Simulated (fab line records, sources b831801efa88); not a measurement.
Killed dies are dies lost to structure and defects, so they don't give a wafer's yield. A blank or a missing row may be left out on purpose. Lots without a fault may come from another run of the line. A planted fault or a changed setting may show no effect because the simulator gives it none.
fab line records | flow sky130
record lots=13 wafers=39 last_day=50
route steps=708 shown METAL2@498 VIA2@522 CAPM@537 PAD_OPEN@708
lots that met no fault: from a run of the same line without faults
start_h: hours from the record's first day to the start of the lot's first wafer shown | wait_h: hours since the lot's step before | " the same as in the row above | L1.1+2: a row that stands for several wafers | - no value, or no start given | * or withheld: withheld | < > ~ a bound
route shown NAME@n: a module of which the file shows steps, and the number in the route of the first | usual: mean/standard deviation of fault-free wafers | same: alike in all rows | chamber/n: place in a boat | sites: the reading at each site | _std_site: their standard deviation | _edge_site: outer sites' mean less inner sites' | radius_mm: how far each site lies from the wafer's centre | mask NAME#n: copy n | behind: the tool/chamber that last shaped the wafer | hold: why the lot was held/for how many hours/how that ended | device: the transistor (n, p or np) that didn't switch | end of line: the same wafers' tests at the end of the route | a step without rows: its recipe alone | killed: dies lost to structure and defects at the first sort, not the wafer's yield | map: a wafer's dies, x killed, . not, _ none there
set.NAME: the setting as run; set.NAME@STEP: as run at that earlier step | model.NAME: the simulator's own value behind a step, which no gauge read
steps of the route over a sample of lots; a table a step, a row a wafer
services: from which hour (start_h, from the record's first day; less than 0 if before it) a tool's chamber was out of use, for how many hours, and why
## steps
# step SKY_METAL2_CD_MEAS_15
# recipe target_cd_nm=140
# usual cd_nm=139.8/1.7
# columns lot.wafer tool chamber start_h wait_h cd_nm
L486.3 cd_sem-02 - 818.08 - 140.2
L486.5 " - " " 138.7
L486.6 " - " " 137.0
L490.3 cd_sem-01 - 861.51 - 137.1
L490.5 " - " " 136.8
L490.6 " - " " 135.9
L491.2 cd_sem-02 - 862.99 - 139.7
L491.4 " - " " 140.7
L491.6 " - " " 138.6
L492.3 cd_sem-02 - 870.41 - 141.9
L492.4 " - " " 141.5
L492.6 " - " " 140.2
L493.2 cd_sem-02 - 877.37 - 142.8
L493.3 " - " " 140.8
L493.6 " - " " 139.3
L494.1 cd_sem-01 - 886.02 - 138.6
L494.5 " - " " 139.3
L494.6 " - " " 138.3
L498.4 cd_sem-01 - 922.73 - 139.3
L498.5 " - " " 138.9
L498.6 " - " " 137.9
L499.2 cd_sem-02 - 928.22 - 137.4
L499.4 " - " " 138.7
L499.6 " - " " 139.6
L500.2 cd_sem-02 - 940.04 - 142.1
L500.3 " - " " 142.6
L500.5 " - " " 141.9
L502.1 cd_sem-01 - 940.49 - 139.5
L502.2 " - " " 139.6
L502.4 " - " " 140.1
L505.2 cd_sem-01 - 963.24 - 139.5
L505.5 " - " " 140.5
L505.6 " - " " 141.0
L507.1 cd_sem-01 - 978.65 - 138.9
L507.2 " - " " 137.9
L507.5 " - " " 139.5
L509.1 cd_sem-02 - 984.62 - 139.5
L509.4 " - " " 141.7
L509.6 " - " " 142.4
# step SKY_VIA2_ETCH_15
# recipe target=SiO2 chemistry=C4F8/O2/Ar target_depth_nm=546 stop_on=TiN mask_material=KrF-thick source_w=1500 bias_w=1200 pressure_mtorr=40 c4f8_flow_sccm=withheld O2_flow_sccm=6 Ar_flow_sccm=300 time_s=84
# usual oes_product_au=0.940/0.0051 rf_fwd_power_W=1490/4.6
# columns lot.wafer tool chamber start_h wait_h oes_product_au rf_fwd_power_W rf_hours_counter_h
L486.3 rie_diel-04 0 846.52 0.0 0.937 1488 5
L486.5 " 1 " " 0.941 1494 -
L486.6 " 2 " " 0.949 1486 -
L490.3 rie_diel-01 1 888.57 0.0 0.929 1486 3
L490.5 " 3 " " 0.941 1491 -
L490.6 " 2 " " 0.945 1492 -
L491.2 rie_diel-02 3 890.27 0.0 0.939 1494 1
L491.4 " 2 " " 0.934 1483 15
L491.6 " 3 " " 0.941 1481 -
L492.3 rie_diel-01 2 897.97 0.0 0.938 1485 9
L492.4 " 1 " " 0.940 1493 4
L492.6 " 2 " " 0.939 1496 -
L493.2 rie_diel-01 3 905.06 0.0 0.939 1498 15
L493.3 " 2 " " 0.937 1502 9
L493.6 " 0 " " 0.950 1499 -
L494.1 rie_diel-04 0 913.37 0.0 0.931 1492 8
L494.5 " 2 " " 0.938 1489 -
L494.6 " 3 " " 0.942 1494 -
L498.4 rie_diel-04 2 949.31 0.0 0.946 1491 -
L498.5 " 0 " " 0.933 1490 -
L498.6 " 3 " " 0.935 1489 -
L499.2 rie_diel-02 3 954.37 0.0 0.946 1486 2
L499.4 " 2 " " 0.939 1489 17
L499.6 " 0 " " 0.939 1489 -
L500.2 rie_diel-02 3 966.12 0.0 0.938 1484 3
L500.3 " 0 " " 0.931 1488 1
L500.5 " 1 " " 0.939 1494 -
L502.1 rie_diel-04 3 967.01 0.0 0.943 1490 14
L502.2 " 2 " " 0.938 1496 10
L502.4 " 3 " " 0.953 1497 -
L505.2 rie_diel-02 0 988.77 0.0 0.936 1492 2
L505.5 " 2 " " 0.935 1482 -
L505.6 " 3 " " 0.939 1480 -
L507.1 rie_diel-04 2 1004.41 0.0 0.936 1494 11
L507.2 " 0 " " 0.946 1500 11
L507.5 " 1 " " 0.934 1485 -
L509.1 rie_diel-01 2 1009.72 0.0 0.938 1493 11
L509.4 " 1 " " 0.943 1492 7
L509.6 " 0 " " 0.941 1495 -
# step SKY_VIA2_CVD_21
# recipe material=W target_thk_nm=420 time_s=126.4 temp_c=400 pressure_torr=40
# usual chamber_pressure_Torr=40.00/0.083 heater_power_outer_w=511/25 heater_power_w=825/28
# columns lot.wafer tool chamber start_h wait_h chamber_pressure_Torr heater_power_outer_w heater_power_w
L486.3 cvd_w-02 0 847.35 0.1 40.09 556 864
L486.5 " 1 " " 39.95 502 829
L486.6 " 0 " " 40.16 562 859
L490.3 cvd_w-01 1 889.38 0.1 39.86 491 820
L490.5 " 0 " " 39.93 533 863
L490.6 " 1 " " 39.96 502 815
L491.2 cvd_w-02 1 891.08 0.0 40.01 503 840
L491.4 " 1 " " 40.10 508 820
L491.6 " 1 " " 39.97 499 800
L492.3 cvd_w-02 0 898.81 0.1 40.08 544 857
L492.4 " 1 " " 39.95 500 814
L492.6 " 0 " " 40.11 545 842
L493.2 cvd_w-01 0 905.81 0.0 39.93 535 850
L493.3 " 0 " " 39.95 525 846
L493.6 " 0 " " 40.13 534 848
L494.1 cvd_w-01 0 914.09 0.0 40.07 536 866
L494.5 " 1 " " 39.94 497 828
L494.6 " 0 " " 39.85 529 857
L498.4 cvd_w-02 1 950.03 0.1 39.97 489 821
L498.5 " 0 " " 40.05 504 790
L498.6 " 1 " " 40.10 469 788
L499.2 cvd_w-02 1 955.09 0.0 39.94 469 817
L499.4 " 0 " " 40.04 511 788
L499.6 " 0 " " 40.03 521 796
L500.2 cvd_w-01 0 966.84 0.0 39.88 546 846
L500.3 " 1 " " 39.97 498 803
L500.5 " 1 " " 40.02 483 800
L502.1 cvd_w-01 1 967.73 0.0 39.98 497 809
L502.2 " 0 " " 40.17 541 848
L502.4 " 1 " " 39.98 499 823
L505.2 cvd_w-02 0 989.49 0.0 40.03 518 801
L505.5 " 1 " " 40.09 478 798
L505.6 " 0 " " 40.07 499 786
L507.1 cvd_w-01 0 1005.13 0.0 39.98 542 850
L507.2 " 1 " " 39.98 505 816
L507.5 " 1 " " 39.99 525 817
L509.1 cvd_w-02 0 1010.47 0.0 40.01 511 794
L509.4 " 1 " " 40.00 460 807
L509.6 " 1 " " 39.94 479 784
# step SKY_CAPM_CVD_00
# recipe material=SiO2 target_thk_nm=15.5 temp_c=400 time_s=withheld rf_w=450
# usual heater_power_outer_w=458/71 heater_power_w=744/94 rf_fwd_power_W=441.7/2.3
# columns lot.wafer tool chamber start_h wait_h heater_power_outer_w heater_power_w rf_fwd_power_W
L486.3 pecvd-02 0 848.08 0.0 362 609 442.5
L486.5 " 0 " " 354 609 442.8
L486.6 " 2 " " 551 825 442.5
L490.3 pecvd-01 2 890.11 0.0 430 675 439.6
L490.5 " 2 " " 441 707 440.7
L490.6 " 1 " " 418 721 439.9
L491.2 pecvd-02 1 891.84 0.0 523 875 439.9
L491.4 " 0 " " 339 598 439.9
L491.6 " 2 " " 530 818 446.2
L492.3 pecvd-01 1 899.72 0.0 452 733 438.7
L492.4 " 0 " " 380 644 444.7
L492.6 " 1 " " 444 764 439.5
L493.2 pecvd-02 1 906.57 0.0 540 909 441.0
L493.3 " 2 " " 577 877 444.2
L493.6 " 1 " " 558 904 442.5
L494.1 pecvd-01 2 914.85 0.0 515 796 440.4
L494.5 " 0 " " 408 676 442.5
L494.6 " 2 " " 509 805 439.3
L498.4 pecvd-04 2 950.91 0.0 405 665 443.2
L498.5 " 1 " " 446 773 439.7
L498.6 " 0 " " 505 773 439.8
L499.2 pecvd-04 2 955.85 0.0 430 688 440.3
L499.4 " 1 " " 466 820 440.5
L499.6 " 2 " " 438 679 442.0
L500.2 pecvd-02 2 967.60 0.0 - - -
L500.3 " 0 " " - - -
L500.5 " 2 " " - - -
L502.1 pecvd-04 0 968.50 0.0 - - -
L502.2 " 2 " " - - -
L502.4 " 0 " " - - -
L505.2 pecvd-01 1 990.27 0.0 363 638 440.7
L505.5 " 0 " " 410 693 442.6
L505.6 " 1 " " 364 647 441.9
L507.1 pecvd-01 0 1005.94 0.0 363 627 444.8
L507.2 " 2 " " 471 750 441.8
L507.5 " 2 " " 451 742 444.6
L509.1 pecvd-02 1 1011.23 0.0 554 904 444.2
L509.4 " 1 " " 547 914 445.3
L509.6 " 0 " " 393 653 440.3
# step SKY_PAD_OPEN_PROBE_99
# usual defect_limited_yield=82.6/2 killed_at_M0_to_M3=43/7.6 killed_at_M4_up=2.9/1.9 killed_at_contacts=24/5 killed_at_front_end=15/4.3 killed_at_other=0.3/0.54 killed_dies=85/10 killed_on_rim=17/3.9 killed_open=47/7 killed_short=38/6.4 sort_bin_3_pad_short=0.8/0.4 sort_bin_5_function=10.3/1.6 sort_bin_6_memory=6.2/1.1 sort_n_pass=407/10 sort_yield_pct=82.6/2
# same gross_dies=492 killed_at_back_side=0 sort_bin_4_leakage[%]=0 sort_bin_8_speed[%]=0
# columns lot.wafer tool chamber start_h wait_h defect_limited_yield[%] killed_at_M0_to_M3 killed_at_M4_up killed_at_contacts killed_at_front_end killed_at_other killed_dies killed_on_rim killed_open killed_short sort_bin_3_pad_short[%] sort_bin_5_function[%] sort_bin_6_memory[%] sort_n_pass sort_yield_pct[%]
L486.3 prober-02 - 1075.92 0.2 82.5 35 4 25 22 0 86 26 41 45 1.0 7.9 8.5 406 82.5
L486.5 prober-02 - 1076.02 0.2 82.1 31 4 36 16 1 88 21 56 32 1.6 8.5 7.7 404 82.1
L486.6 prober-02 - 1076.07 0.2 81.7 43 5 22 20 0 90 14 42 48 0.8 10.2 7.3 402 81.7
L490.3 prober-02 - 1107.16 0.2 82.9 42 3 32 7 0 84 22 46 38 1.6 10.4 5.1 408 82.9
L490.5 prober-02 - 1107.26 0.2 83.1 42 3 21 17 0 83 14 51 32 0.6 9.3 6.9 409 83.1
L490.6 prober-02 - 1107.31 0.2 83.7 33 2 29 16 0 80 20 45 35 1.2 8.1 6.9 412 83.7
L491.2 prober-01 - 1111.13 0.1 83.3 46 2 21 13 0 82 19 45 37 0.6 10.2 5.9 410 83.3
L491.4 prober-01 - 1111.23 0.2 84.1 37 1 23 17 0 78 11 47 31 0.8 8.5 6.5 414 84.1
L491.6 prober-01 - 1111.33 0.2 84.1 40 2 19 16 1 78 14 42 36 1.2 9.3 5.3 414 84.1
L492.3 prober-02 - 1114.34 0.2 85.0 34 1 23 16 0 74 7 45 29 0.6 9.1 5.3 418 85.0
L492.4 prober-02 - 1114.39 0.2 84.6 38 4 21 13 0 76 14 39 37 0.6 9.1 5.7 416 84.6
L492.6 prober-02 - 1114.49 0.2 82.9 47 4 19 14 0 84 15 45 39 0.6 10.0 6.5 408 82.9
L493.2 prober-01 - 1124.46 0.1 85.4 48 5 11 8 0 72 17 33 39 0.8 9.6 4.3 420 85.4
L493.3 prober-01 - 1124.51 0.2 86.0 42 2 15 10 0 69 14 38 31 0.6 7.9 5.5 423 86.0
L493.6 prober-01 - 1124.66 0.2 83.1 41 4 26 12 0 83 20 51 32 1.0 8.3 7.5 409 83.1
L494.1 prober-02 - 1127.90 0.1 82.3 42 2 31 12 0 87 19 51 36 1.0 11.0 5.7 405 82.3
L494.5 prober-02 - 1128.10 0.2 80.5 43 8 26 19 0 96 24 48 48 1.0 13.2 5.3 396 80.5
L494.6 prober-02 - 1128.15 0.2 78.3 57 2 28 19 1 107 23 58 49 1.2 13.4 7.1 385 78.3
L498.4 prober-02 - 1154.94 0.2 86.2 32 2 25 9 0 68 13 47 21 0.6 9.1 4.1 424 86.2
L498.5 prober-02 - 1154.99 0.2 85.6 38 1 24 8 0 71 14 44 27 0.2 8.5 5.7 421 85.6
L498.6 prober-02 - 1155.04 0.2 83.5 48 3 19 11 0 81 16 50 31 1.0 8.9 6.5 411 83.5
L499.2 prober-01 - 1161.13 0.1 80.5 48 2 27 18 1 96 16 57 39 0.8 11.6 7.1 396 80.5
L499.4 prober-01 - 1161.23 0.2 81.7 43 1 27 19 0 90 18 47 43 0.8 12.0 5.5 402 81.7
L499.6 prober-01 - 1161.33 0.2 81.5 44 4 33 10 0 91 19 52 39 1.6 10.6 6.3 401 81.5
L505.2 prober-01 - 1186.02 0.1 82.3 39 5 26 17 0 87 18 49 38 0.8 9.1 7.7 405 82.3
L505.5 prober-01 - 1186.17 0.2 82.7 39 3 27 15 1 85 15 47 38 0.4 10.0 6.9 407 82.7
L505.6 prober-01 - 1186.22 0.2 81.7 44 1 29 16 0 90 25 51 39 1.2 11.8 5.3 402 81.7
L507.1 prober-01 - 1196.32 0.1 82.9 35 3 27 19 0 84 22 38 46 1.0 9.6 6.5 408 82.9
L507.2 prober-01 - 1196.37 0.1 78.3 50 2 33 20 2 107 24 71 36 0.6 13.6 7.5 385 78.3
L507.5 prober-01 - 1196.52 0.2 81.5 56 3 21 11 0 91 19 53 38 0.2 10.8 7.5 401 81.5
L509.1 prober-01 - 1199.73 0.1 83.9 48 2 19 10 0 79 19 41 38 1.6 9.3 5.1 413 83.9
L509.4 prober-01 - 1199.88 0.2 80.7 48 3 23 21 0 95 14 54 41 0.6 13.2 5.5 397 80.7
L509.6 prober-01 - 1199.98 0.2 82.5 51 2 17 15 1 86 14 50 36 0.8 10.4 6.3 406 82.5
# killed by level:class
L486.3 FIELD_ISO:geometric_particle:open=8 VIA1:geometric_particle:open=8 LOCAL_INTERCONNECT:geometric_particle:short=7 LI_CONTACT:geometric_particle:open=6 CONTACT:geometric_particle:short=6 METAL2:geometric_particle:short=5 FIELD_ISO:geometric_particle:short=4 POLY_GATE:geometric_particle:short=4
L486.5 VIA1:geometric_particle:open=15 CONTACT:geometric_particle:open=12 CONTACT:geometric_particle:short=10 LOCAL_INTERCONNECT:geometric_particle:short=8 POLY_GATE:geometric_particle:open=6 VIA3:geometric_particle:open=6 FIELD_ISO:geometric_particle:short=5 LI_CONTACT:geometric_particle:open=4
L486.6 VIA1:geometric_particle:open=13 CONTACT:geometric_particle:short=8 FIELD_ISO:geometric_particle:short=7 CONTACT:geometric_particle:open=6 VIA3:geometric_particle:open=6 VIA3:geometric_particle:short=5 POLY_GATE:geometric_particle:short=4 SPACER:geometric_particle:short=4
L490.3 LI_CONTACT:geometric_particle:open=11 CONTACT:geometric_particle:open=9 VIA2:geometric_particle:open=9 VIA1:geometric_particle:open=7 METAL1:geometric_particle:short=6 METAL2:geometric_particle:short=6 VIA3:geometric_particle:open=5 LI_CONTACT:geometric_particle:short=4
L490.5 VIA1:geometric_particle:open=12 CONTACT:geometric_particle:open=10 VIA3:geometric_particle:open=9 FIELD_ISO:geometric_particle:open=6 SPACER:geometric_particle:short=5 LI_CONTACT:geometric_particle:open=5 VIA1:geometric_particle:short=5 VIA2:geometric_particle:short=4
L490.6 LI_CONTACT:geometric_particle:open=10 CONTACT:geometric_particle:open=8 METAL2:geometric_particle:short=7 VIA2:geometric_particle:open=7 POLY_GATE:geometric_particle:open=6 LOCAL_INTERCONNECT:geometric_particle:short=4 SPACER:geometric_particle:short=3 LI_CONTACT:geometric_particle:short=3
L491.2 VIA3:geometric_particle:open=9 CONTACT:geometric_particle:open=8 VIA1:geometric_particle:short=8 VIA1:geometric_particle:open=8 FIELD_ISO:geometric_particle:short=5 LI_CONTACT:geometric_particle:open=5 VIA2:geometric_particle:open=5 CONTACT:geometric_particle:short=4
L491.4 VIA1:geometric_particle:open=11 LI_CONTACT:geometric_particle:open=8 CONTACT:geometric_particle:open=8 POLY_GATE:geometric_particle:open=6 METAL2:geometric_particle:short=6 METAL1:geometric_particle:short=5 VIA1:geometric_particle:short=5 FIELD_ISO:geometric_particle:open=4
L491.6 VIA3:geometric_particle:open=11 FIELD_ISO:geometric_particle:short=6 FIELD_ISO:geometric_particle:open=6 CONTACT:geometric_particle:open=6 LOCAL_INTERCONNECT:geometric_particle:short=5 VIA1:geometric_particle:open=5 METAL2:geometric_particle:short=5 METAL1:geometric_particle:short=4
L492.3 CONTACT:geometric_particle:open=9 VIA1:geometric_particle:open=8 FIELD_ISO:geometric_particle:short=6 LI_CONTACT:geometric_particle:open=6 LOCAL_INTERCONNECT:geometric_particle:short=6 VIA3:geometric_particle:open=6 VIA2:geometric_particle:open=5 POLY_GATE:geometric_particle:open=3
L492.4 CONTACT:geometric_particle:open=11 VIA3:geometric_particle:open=10 METAL1:geometric_particle:short=8 POLY_GATE:geometric_particle:short=5 METAL2:geometric_particle:short=5 POLY_GATE:geometric_particle:open=4 VIA1:geometric_particle:short=4 VIA1:geometric_particle:open=4
L492.6 VIA2:geometric_particle:open=8 CONTACT:geometric_particle:open=8 VIA1:geometric_particle:open=7 VIA3:geometric_particle:open=7 METAL1:geometric_particle:short=6 CONTACT:geometric_particle:short=5 FIELD_ISO:geometric_particle:open=4 VIA1:geometric_particle:short=4
L493.2 METAL1:geometric_particle:short=9 VIA2:geometric_particle:open=9 VIA1:geometric_particle:open=8 VIA1:geometric_particle:short=6 CONTACT:geometric_particle:open=5 VIA3:geometric_particle:short=4 VIA3:geometric_particle:open=4 METAL4:geometric_particle:short=4
L493.3 VIA1:geometric_particle:open=11 CONTACT:geometric_particle:open=6 VIA3:geometric_particle:open=5 VIA1:geometric_particle:short=5 VIA2:geometric_particle:open=4 METAL2:geometric_particle:short=4 LOCAL_INTERCONNECT:geometric_particle:short=4 METAL1:geometric_particle:short=4
L493.6 LI_CONTACT:geometric_particle:open=10 VIA1:geometric_particle:open=9 VIA2:geometric_particle:open=9 CONTACT:geometric_particle:open=7 METAL1:geometric_particle:short=5 VIA3:geometric_particle:open=5 FIELD_ISO:geometric_particle:short=4 LOCAL_INTERCONNECT:geometric_particle:short=4
L494.1 LI_CONTACT:geometric_particle:open=11 CONTACT:geometric_particle:open=9 CONTACT:geometric_particle:short=8 VIA1:geometric_particle:open=8 VIA1:geometric_particle:short=7 FIELD_ISO:geometric_particle:open=6 VIA2:geometric_particle:open=6 VIA3:geometric_particle:open=6
L494.5 CONTACT:geometric_particle:open=9 VIA1:geometric_particle:open=8 VIA1:geometric_particle:short=7 METAL4:geometric_particle:short=7 CONTACT:geometric_particle:short=6 METAL1:geometric_particle:short=6 LI_CONTACT:geometric_particle:open=5 VIA2:geometric_particle:open=5
L494.6 VIA2:geometric_particle:open=14 CONTACT:geometric_particle:short=11 VIA3:geometric_particle:open=9 VIA1:geometric_particle:open=8 FIELD_ISO:geometric_particle:open=6 VIA2:geometric_particle:short=5 LOCAL_INTERCONNECT:geometric_particle:short=5 CONTACT:geometric_particle:open=5
L498.4 CONTACT:geometric_particle:open=12 VIA3:geometric_particle:open=7 FIELD_ISO:geometric_particle:open=6 VIA1:geometric_particle:open=6 VIA2:geometric_particle:open=6 LI_CONTACT:geometric_particle:open=5 LOCAL_INTERCONNECT:geometric_particle:short=4 CONTACT:geometric_particle:short=3
L498.5 VIA1:geometric_particle:open=12 CONTACT:geometric_particle:open=11 VIA1:geometric_particle:short=7 LI_CONTACT:geometric_particle:open=6 METAL1:geometric_particle:short=4 VIA2:geometric_particle:open=4 FIELD_ISO:geometric_particle:open=3 LOCAL_INTERCONNECT:geometric_particle:short=3
L498.6 VIA1:geometric_particle:open=12 VIA2:geometric_particle:open=10 VIA3:geometric_particle:open=10 CONTACT:geometric_particle:open=7 LI_CONTACT:geometric_particle:open=5 LI_CONTACT:geometric_particle:short=4 METAL2:geometric_particle:short=4 POLY_GATE:geometric_particle:open=3
L499.2 VIA1:geometric_particle:open=13 CONTACT:geometric_particle:open=12 LI_CONTACT:geometric_particle:open=7 VIA2:geometric_particle:open=7 VIA1:geometric_particle:short=6 VIA3:geometric_particle:open=6 FIELD_ISO:geometric_particle:short=5 POLY_GATE:geometric_particle:open=4
L499.4 CONTACT:geometric_particle:open=12 FIELD_ISO:geometric_particle:short=9 VIA1:geometric_particle:open=9 VIA3:geometric_particle:open=7 VIA2:geometric_particle:open=7 METAL1:geometric_particle:short=6 LI_CONTACT:geometric_particle:short=5 LI_CONTACT:geometric_particle:open=5
L499.6 VIA1:geometric_particle:open=15 CONTACT:geometric_particle:open=14 CONTACT:geometric_particle:short=10 VIA2:geometric_particle:open=7 FIELD_ISO:geometric_particle:open=6 VIA1:geometric_particle:short=6 VIA2:geometric_particle:short=4 LI_CONTACT:geometric_particle:open=4
L505.2 CONTACT:geometric_particle:open=11 VIA1:geometric_particle:open=7 VIA3:geometric_particle:open=7 METAL1:geometric_particle:short=6 METAL2:geometric_particle:short=6 LI_CONTACT:geometric_particle:open=5 CONTACT:geometric_particle:short=5 FIELD_ISO:geometric_particle:open=4
L505.5 VIA3:geometric_particle:open=9 CONTACT:geometric_particle:open=8 VIA1:geometric_particle:open=8 POLY_GATE:geometric_particle:open=5 LI_CONTACT:geometric_particle:open=5 METAL2:geometric_particle:short=5 CONTACT:geometric_particle:short=4 LI_CONTACT:geometric_particle:short=4
L505.6 VIA3:geometric_particle:open=10 CONTACT:geometric_particle:short=9 VIA2:geometric_particle:open=8 LI_CONTACT:geometric_particle:open=7 LOCAL_INTERCONNECT:geometric_particle:short=7 METAL1:geometric_particle:short=7 CONTACT:geometric_particle:open=6 VIA1:geometric_particle:open=6
L507.1 CONTACT:geometric_particle:open=13 METAL1:geometric_particle:short=8 VIA1:geometric_particle:open=7 FIELD_ISO:geometric_particle:open=4 FIELD_ISO:geometric_particle:short=4 LOCAL_INTERCONNECT:geometric_particle:short=4 SPACER:geometric_particle:short=4 LI_CONTACT:geometric_particle:short=4
L507.2 CONTACT:geometric_particle:open=18 VIA2:geometric_particle:open=11 VIA1:geometric_particle:open=10 FIELD_ISO:geometric_particle:open=8 VIA3:geometric_particle:open=7 LI_CONTACT:geometric_particle:open=5 METAL1:geometric_particle:short=5 POLY_GATE:geometric_particle:open=4
L507.5 VIA3:geometric_particle:open=15 VIA1:geometric_particle:short=8 VIA1:geometric_particle:open=8 CONTACT:geometric_particle:open=8 METAL2:geometric_particle:short=6 LI_CONTACT:geometric_particle:open=5 CONTACT:geometric_particle:short=5 VIA2:geometric_particle:open=5
L509.1 CONTACT:geometric_particle:open=11 METAL2:geometric_particle:short=8 VIA2:geometric_particle:open=8 VIA1:geometric_particle:open=7 VIA3:geometric_particle:open=5 VIA1:geometric_particle:short=5 VIA3:geometric_particle:short=4 POLY_GATE:geometric_particle:open=3
L509.4 LI_CONTACT:geometric_particle:open=13 METAL1:geometric_particle:short=9 VIA3:geometric_particle:open=9 FIELD_ISO:geometric_particle:short=7 CONTACT:geometric_particle:open=6 VIA1:geometric_particle:open=6 VIA2:geometric_particle:open=6 FIELD_ISO:geometric_particle:open=4
L509.6 VIA2:geometric_particle:open=11 VIA1:geometric_particle:open=9 CONTACT:geometric_particle:open=8 VIA1:geometric_particle:short=7 VIA3:geometric_particle:short=7 FIELD_ISO:geometric_particle:open=5 LI_CONTACT:geometric_particle:short=4 VIA3:geometric_particle:open=4
## services
# columns tool chamber start_h hours kind
pecvd-02 0 824.08 2.1 scheduled_down
pecvd-02 1 826.21 - clean
pecvd-02 1 826.21 - consumable_replace:showerhead
pecvd-02 1 826.21 29.0 scheduled_down
pecvd-02 1 826.21 29.0 vent_cycle
rie_diel-01 0 831.13 16.3 repair
cvd_w-02 - 831.65 6.9 pm
rie_diel-04 1 857.28 132.0 repair
rie_diel-01 1 889.88 3.0 repair
pecvd-04 2 891.23 4.7 repair
rie_diel-01 - 901.19 2.8 pm
cvd_w-02 - 904.00 14.0 pm
cvd_w-02 0 904.00 14.0 vent_cycle
cvd_w-02 1 904.00 14.0 vent_cycle
rie_diel-02 3 912.52 9.1 repair
cvd_w-02 0 918.00 - clean
cvd_w-02 1 918.00 - clean
rie_diel-01 1 930.33 10.4 repair
rie_diel-01 2 941.44 3.8 repair
pecvd-01 1 956.27 12.0 repair
pecvd-02 - 964.02 0.5 repair
pecvd-02 - 972.82 6.0 pm
pecvd-01 2 982.29 7.0 repair
pecvd-01 - 1003.90 0.5 repair
## key
first_sign step=SKY_CAPM_CVD_00 reading=tool_record direction=missing
effect none on later readings
met_at SKY_CAPM_CVD_00
struck_lots L500,L502
scrapped_behind SKY_CAPM_THK_MEAS_01 L500.2,L500.3,L500.5,L502.1,L502.2,L502.4
not_acting_at SKY_METAL2_CD_MEAS_15,SKY_VIA2_ETCH_15,SKY_VIA2_CVD_21
onset_between 955.85 967.60
fault kind=skipped_step_whole tool=pecvd-02,pecvd-04 chamber=- onset_h=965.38 steps=SKY_CAPM_CVD_00 scope=struck_lots_only
